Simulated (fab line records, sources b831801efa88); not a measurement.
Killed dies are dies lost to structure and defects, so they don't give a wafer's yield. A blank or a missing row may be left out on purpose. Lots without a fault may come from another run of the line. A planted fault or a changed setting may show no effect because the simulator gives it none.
Chamber matching | flow sky130 | SKY_VIA4_CMP_21 on cmp-01: 4 sister chambers
The step polishes, stops on SiO2, t overpolish 25 s, target thk 0 nm. 8 wafers are shown with their chamber, then 12 later ones without.

WAFERS WITH THEIR CHAMBER
wafer  | chamber | motor_current_A (A) | slurry_flow_ml_min
L082.5 | 1       | 12.5                | 149.8
L084.4 | 1       | 12.0                | 149.8
L086.3 | 2       | 12.0                | 150.7
L087.4 | 2       | 12.5                | 150.4
L087.6 | 3       | 10.4                | 151.0
L088.2 | 3       | 10.3                | 149.8
L088.4 | 0       | 10.1                | 150.4
L088.5 | 0       | 10.6                | 149.4

WAFERS WITHOUT THEIR CHAMBER
wafer  | motor_current_A (A) | slurry_flow_ml_min
L089.2 | 12.6                | 149.4
L089.3 | 10.9                | 150.0
L089.6 | 10.9                | 150.1
L094.3 | 12.1                | 151.1
L094.4 | 10.2                | 150.2
L094.6 | 10.6                | 150.2
L095.2 | 12.5                | 149.8
L095.3 | 10.6                | 148.7
L095.5 | 13.0                | 150.2
L096.3 | 12.5                | 149.6
L096.5 | 12.7                | 149.5
L096.6 | 10.5                | 150.1

WHICH CHAMBER EACH WENT THROUGH
wafer  | from the rows above     | in truth
L089.2 | can't be placed: 1 or 2 | 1
L089.3 | can't be placed: 0 or 3 | 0
L089.6 | can't be placed: 0 or 3 | 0
L094.3 | can't be placed: 2 or 1 | 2
L094.4 | can't be placed: 3 or 0 | 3
L094.6 | can't be placed: 3 or 0 | 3
L095.2 | can't be placed: 1 or 2 | 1
L095.3 | can't be placed: 0 or 3 | 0
L095.5 | can't be placed: 2 or 1 | 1
L096.3 | can't be placed: 1 or 2 | 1
L096.5 | can't be placed: 1 or 2 | 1
L096.6 | can't be placed: 0 or 3 | 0
Placed correctly: 0 of 12. Can't be placed from these rows: 12 (the true chamber is among the candidates in 12). Placed wrongly: 0.
How it was worked out, from the rows above alone: a wafer's distance from a chamber is the root of the sum, over the readings, of the square of ((its reading less the chamber's mean) divided by the reading's scatter). The wafer belongs to the nearest chamber; if the next one is less than 2 further off, it can't be placed. A chamber's mean is the mean of its shown wafers. The scatter: the root of (the sum of the squares of (reading less its chamber's mean) over the shown wafers, divided by (wafers less chambers)).
